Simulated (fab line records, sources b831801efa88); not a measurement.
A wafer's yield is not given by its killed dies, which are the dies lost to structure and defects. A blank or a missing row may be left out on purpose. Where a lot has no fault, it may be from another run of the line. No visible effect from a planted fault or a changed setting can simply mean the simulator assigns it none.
fab line records -- flow sky130
record: lots: 6, wafers: 18, last_day: 50
route steps=708 shown METAL5@680 PASSIVATION@681 PAD_OPEN@694
lots untouched by any fault: they come from a run of this same line in which no faults occurred
start_h: hours from the record's opening day to when the first of the lot's shown wafers began -- wait_h: time in hours since the lot's previous step -- " identical to the entry in the row above -- L1.1+2: a single row standing in for several wafers -- - no value, or no start was given -- * or withheld: withheld -- < > ~ a bound
route shown NAME@n: a module of which the file shows steps, and the number in the route of the first -- usual: the fault-free wafers' mean and standard deviation -- same: alike in all rows -- chamber/n: place in a boat -- sites: readings site by site -- _std_site: the standard deviation of these -- _edge_site: inner sites' mean taken away from outer sites' mean -- radius_mm: for every site, how far away it sits from the centre of the wafer -- mask NAME#n: copy n -- behind: the last tool/chamber to shape the wafer -- hold: why the lot was held/for how many hours/how that ended -- device: the transistor (n, p or np) that didn't switch -- end of line: tests of these same wafers at the route's end -- step lacking rows: just its recipe -- killed: dies lost to structure and defects at the first sort, not the wafer's yield -- map: the dies of a wafer, with x for killed, . for not killed, _ for no die there
set.NAME: the setting the step ran with; set.NAME@STEP: the setting that earlier step ran with -- model.NAME: the simulator's own value behind a step, which no gauge read
lots at some steps of the route; a table a step, a row a wafer
services: the hour from which a tool's chamber was out of use, counted from the record's first day as start_h (under 0 if before that day), plus the number of hours and why
== steps ==
step: SKY_METAL5_CLEAN_19
recipe: chemistry: O3/DIW, dry: n2_spin
step: SKY_PASSIVATION_CVD_00
recipe: material: SiO2, target_thk_nm: 90, temp_c: 400, time_s: withheld, rf_w: 600
usual: heater_power_w: 659/110
lot.wafer,tool,chamber,start_h,wait_h,heater_power_w
L474.2,pecvd-03,1,1044.08,0.0,835
L474.5,pecvd-03,0,1044.08,0.0,606
L474.6,pecvd-03,2,1044.08,0.0,712
L478.1,pecvd-01,0,1068.74,0.0,586
L478.2,pecvd-01,2,1068.74,0.0,645
L478.3,pecvd-01,1,1068.74,0.0,790
L483.1,pecvd-03,0,1107.58,0.0,633
L483.3,pecvd-03,2,1107.58,0.0,605
L483.4,pecvd-03,0,1107.58,0.0,612
L485.1,pecvd-03,0,1111.19,0.0,571
L485.3,pecvd-03,1,1111.19,0.0,861
L485.6,pecvd-03,2,1111.19,0.0,694
L486.1,pecvd-04,0,1117.95,0.0,568
L486.2,pecvd-04,1,1117.95,0.0,713
L486.3,pecvd-04,2,1117.95,0.0,455
L494.1,pecvd-03,2,1156.89,0.0,691
L494.5,pecvd-03,2,1156.89,0.0,681
L494.6,pecvd-03,0,1156.89,0.0,577
step: SKY_PASSIVATION_THK_MEAS_01
recipe: reads: SiO2_of_PASSIVATION_CVD_00
usual: PASSIVATION_CVD_00_THK: 90.3/1.1
lot.wafer,tool,chamber,start_h,wait_h,PASSIVATION_CVD_00_THK[nm]
L474.2,film_metro-02,-,1044.11,-,89.7
L474.5,film_metro-02,-,1044.11,-,89.4
L474.6,film_metro-02,-,1044.11,-,91.1
L478.1,film_metro-03,-,1068.76,-,89.9
L478.2,film_metro-03,-,1068.76,-,89.4
L478.3,film_metro-03,-,1068.76,-,89.2
L483.1,film_metro-01,-,1107.60,-,88.6
L483.3,film_metro-01,-,1107.60,-,90.4
L483.4,film_metro-01,-,1107.60,-,91.1
L485.1,film_metro-01,-,1111.22,-,88.3
L485.3,film_metro-01,-,1111.22,-,90.2
L485.6,film_metro-01,-,1111.22,-,92.1
L486.1,film_metro-01,-,1117.97,-,90.9
L486.2,film_metro-01,-,1117.97,-,89.6
L486.3,film_metro-01,-,1117.97,-,90.9
L494.1,film_metro-02,-,1156.91,-,90.7
L494.5,film_metro-02,-,1156.91,-,90.7
L494.6,film_metro-02,-,1156.91,-,91.5
step: SKY_PASSIVATION_CVD_02
recipe: material: Si3N4, target_thk_nm: 540, temp_c: 400, time_s: withheld, rf_w: 450
usual: heater_power_w: 690/110
lot.wafer,tool,chamber,start_h,wait_h,heater_power_w
L474.2,pecvd-01,2,1044.16,0.0,663
L474.5,pecvd-01,2,1044.16,0.0,672
L474.6,pecvd-01,1,1044.16,0.0,840
L478.1,pecvd-03,2,1068.82,0.1,660
L478.2,pecvd-03,0,1068.82,0.1,644
L478.3,pecvd-03,1,1068.82,0.1,876
L483.1,pecvd-01,0,1107.66,0.1,640
L483.3,pecvd-01,1,1107.66,0.1,839
L483.4,pecvd-01,0,1107.66,0.1,661
L485.1,pecvd-01,2,1111.28,0.1,671
L485.3,pecvd-01,0,1111.28,0.1,638
L485.6,pecvd-01,1,1111.28,0.1,724
L486.1,pecvd-03,2,1118.03,0.1,663
L486.2,pecvd-03,1,1118.03,0.1,919
L486.3,pecvd-03,0,1118.03,0.1,662
L494.1,pecvd-01,2,1156.97,0.1,663
L494.5,pecvd-01,0,1156.97,0.1,638
L494.6,pecvd-01,2,1156.97,0.1,712
step: SKY_PASSIVATION_THK_MEAS_03
recipe: reads: Si3N4_of_PASSIVATION_CVD_02
usual: PASSIVATION_CVD_02_THK: 539/6.9
lot.wafer,tool,chamber,start_h,wait_h,PASSIVATION_CVD_02_THK[nm]
L474.2,film_metro-01,-,1044.39,-,533
L474.5,film_metro-01,-,1044.39,-,536
L474.6,film_metro-01,-,1044.39,-,536
L478.1,film_metro-02,-,1069.05,-,539
L478.2,film_metro-02,-,1069.05,-,536
L478.3,film_metro-02,-,1069.05,-,536
L483.1,film_metro-03,-,1107.89,-,537
L483.3,film_metro-03,-,1107.89,-,533
L483.4,film_metro-03,-,1107.89,-,542
L485.1,film_metro-02,-,1111.50,-,533
L485.3,film_metro-02,-,1111.50,-,534
L485.6,film_metro-02,-,1111.50,-,548
L486.1,film_metro-01,-,1118.25,-,534
L486.2,film_metro-01,-,1118.25,-,539
L486.3,film_metro-01,-,1118.25,-,539
L494.1,film_metro-03,-,1157.20,-,529
L494.5,film_metro-03,-,1157.20,-,535
L494.6,film_metro-03,-,1157.20,-,536
step: SKY_PASSIVATION_DEHYDRATE_04
recipe: temp_c: 200, time_s: 60
step: SKY_PASSIVATION_HMDS_05
recipe: prime_time_s: 60, prime_temp_c: 120
step: SKY_PASSIVATION_COAT_06
recipe: spin_rpm: 2000, resist_thk_nm: 3000
step: SKY_PASSIVATION_SOFTBAKE_07
recipe: temp_c: 110, time_s: withheld
step: SKY_PASSIVATION_EXPOSE_08
recipe: mask_id: NSM, target_cd_nm: 3000, na: 0.57, dose_mj: 260
step: SKY_PASSIVATION_PEB_09
recipe: temp_c: 115, time_s: withheld
step: SKY_PASSIVATION_DEVELOP_10
recipe: develop_time_s: 60, dev_temp_c: 23
step: SKY_PASSIVATION_ETCH_11
recipe: chemistry: CF4/O2, target_depth_nm: 725, stop_on: AlCu, source_w: 800, bias_w: 150, pressure_mtorr: 150, cf4_flow_sccm: 80, O2_flow_sccm: 10, time_s: 161.1
usual: drypump_motor_current_A: 6.0/0.39, oes_product_au: 0.977/0.0071, throttle_valve_pct: 5.964/0.0087
same: time_s: 161.1
lot.wafer,tool,chamber,start_h,wait_h,drypump_motor_current_A,oes_product_au,rf_hours_counter_h,throttle_valve_pct,model.coat_of_PASSIVATION_COAT_06.thk_nm
L474.2,rie_diel-04,0,1066.12,-,6.4,0.975,19,5.965,2524
L474.5,rie_diel-04,2,1066.12,-,5.4,0.979,-,5.971,2524
L474.6,rie_diel-04,3,1066.12,-,6.0,0.976,-,5.977,2536
L478.1,rie_diel-02,2,1090.32,-,5.4,0.977,18,5.963,2532
L478.2,rie_diel-02,0,1090.32,-,6.4,0.978,26,5.972,2524
L478.3,rie_diel-02,1,1090.32,-,6.0,0.969,21,5.962,2515
L483.1,rie_diel-02,3,1127.22,-,6.4,0.980,22,5.970,2283
L483.3,rie_diel-02,2,1127.22,-,5.4,0.973,20,5.962,2529
L483.4,rie_diel-02,0,1127.22,-,6.4,0.986,-,5.962,2528
L485.1,rie_diel-02,2,1129.87,-,5.4,0.972,20,5.959,2295
L485.3,rie_diel-02,3,1129.87,-,6.4,0.974,22,5.966,2532
L485.6,rie_diel-02,0,1129.87,-,6.4,0.992,-,5.972,2539
L486.1,rie_diel-04,0,1137.37,-,6.4,0.965,21,5.957,2522
L486.2,rie_diel-04,1,1137.37,-,6.6,0.976,9,5.959,2519
L486.3,rie_diel-04,3,1137.37,-,6.0,0.971,8,5.960,2522
L494.1,rie_diel-04,0,1173.65,-,6.4,0.975,22,5.958,2534
L494.5,rie_diel-04,1,1173.65,-,6.6,0.973,-,5.952,2527
L494.6,rie_diel-04,2,1173.65,-,5.4,0.967,-,5.960,2532
step: SKY_PASSIVATION_STRIP_12
recipe: chemistry: O2/N2, power_w: 1400, pressure_mtorr: 1500, platen_temp_c: withheld, overash_fraction: 0.7, o2_flow_sccm: 3000, n2_flow_sccm: 300
usual: drypump_motor_current_A: 5.3/0.34, oes_product_au: 0.660/0.0048, strip_time_to_endpoint_s: 31.58/0.11
same: overash_fraction: 0.7
lot.wafer,tool,chamber,start_h,wait_h,drypump_motor_current_A,oes_product_au,rf_hours_counter_h,strip_time_to_endpoint_s
L474.2,plasma_asher-04,1,1066.23,0.1,5.3,0.655,0,31.59
L474.5,plasma_asher-04,0,1066.23,0.1,5.1,0.664,-,31.61
L474.6,plasma_asher-04,1,1066.23,0.1,5.2,0.648,-,31.74
L478.1,plasma_asher-01,0,1090.43,0.1,4.8,0.653,70,31.72
L478.2,plasma_asher-01,1,1090.43,0.1,5.4,0.654,70,31.61
L478.3,plasma_asher-01,1,1090.43,0.1,5.4,0.670,-,31.51
L483.1,plasma_asher-01,0,1127.33,0.1,4.8,0.660,74,28.81
L483.3,plasma_asher-01,0,1127.33,0.1,4.8,0.657,-,31.68
L483.4,plasma_asher-01,1,1127.33,0.1,5.4,0.661,-,31.67
L485.1,plasma_asher-03,0,1129.98,0.1,6.0,0.660,40,28.94
L485.3,plasma_asher-03,0,1129.98,0.1,6.0,0.658,-,31.71
L485.6,plasma_asher-03,1,1129.98,0.1,5.9,0.670,-,31.80
L486.1,plasma_asher-04,0,1137.47,0.1,5.1,0.656,7,31.60
L486.2,plasma_asher-04,1,1137.47,0.1,5.2,0.660,7,31.57
L486.3,plasma_asher-04,1,1137.47,0.1,5.3,0.659,-,31.60
L494.1,plasma_asher-01,0,1173.76,0.1,4.8,0.663,78,31.73
L494.5,plasma_asher-01,1,1173.76,0.1,5.4,0.661,-,31.65
L494.6,plasma_asher-01,0,1173.76,0.1,4.8,0.660,-,31.71
step: SKY_PAD_OPEN_DEHYDRATE_00
recipe: temp_c: 200, time_s: 60
== services ==
tool,chamber,start_h,hours,kind
pecvd-04,-,1031.93,2.8,pm
pecvd-04,2,1037.53,2.1,scheduled_down
plasma_asher-01,-,1048.08,2.8,pm
plasma_asher-04,-,1055.25,9.0,pm
plasma_asher-04,0,1055.25,9.0,vent_cycle
plasma_asher-04,1,1055.25,9.0,vent_cycle
rie_diel-04,-,1058.04,2.6,repair
plasma_asher-04,0,1064.25,-,clean
plasma_asher-04,1,1064.25,-,clean
pecvd-03,-,1071.42,2.8,pm
pecvd-01,-,1075.79,1.5,repair
rie_diel-04,3,1094.49,5.6,repair
rie_diel-02,1,1096.57,46.1,repair
rie_diel-04,2,1098.89,5.2,repair
rie_diel-04,0,1103.21,13.4,repair
pecvd-01,-,1112.04,2.8,pm
pecvd-03,1,1119.25,5.5,scheduled_down
plasma_asher-04,-,1126.10,3.5,repair
rie_diel-02,2,1161.34,1.4,repair
== key ==
first_sign: step: SKY_PASSIVATION_STRIP_12, reading: strip_time_to_endpoint_s, direction: down, sigmas: 25, usual: *, struck: *
effect none on later readings
model_effect: step: SKY_PASSIVATION_ETCH_11, value: coat_of_PASSIVATION_COAT_06.thk_nm, without: 2529, struck: 2289
met_at SKY_PASSIVATION_ETCH_11
struck_wafers L483.1,L485.1
onset_between 1090.32 1127.22
fault: kind: process_parameter_drift, tool: rie_diel-02, chamber: -, onset_h: 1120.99, steps: SKY_PASSIVATION_ETCH_11, channel: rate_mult, offset: 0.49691, shape: step, end_h: 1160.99, scope: struck_wafers_only
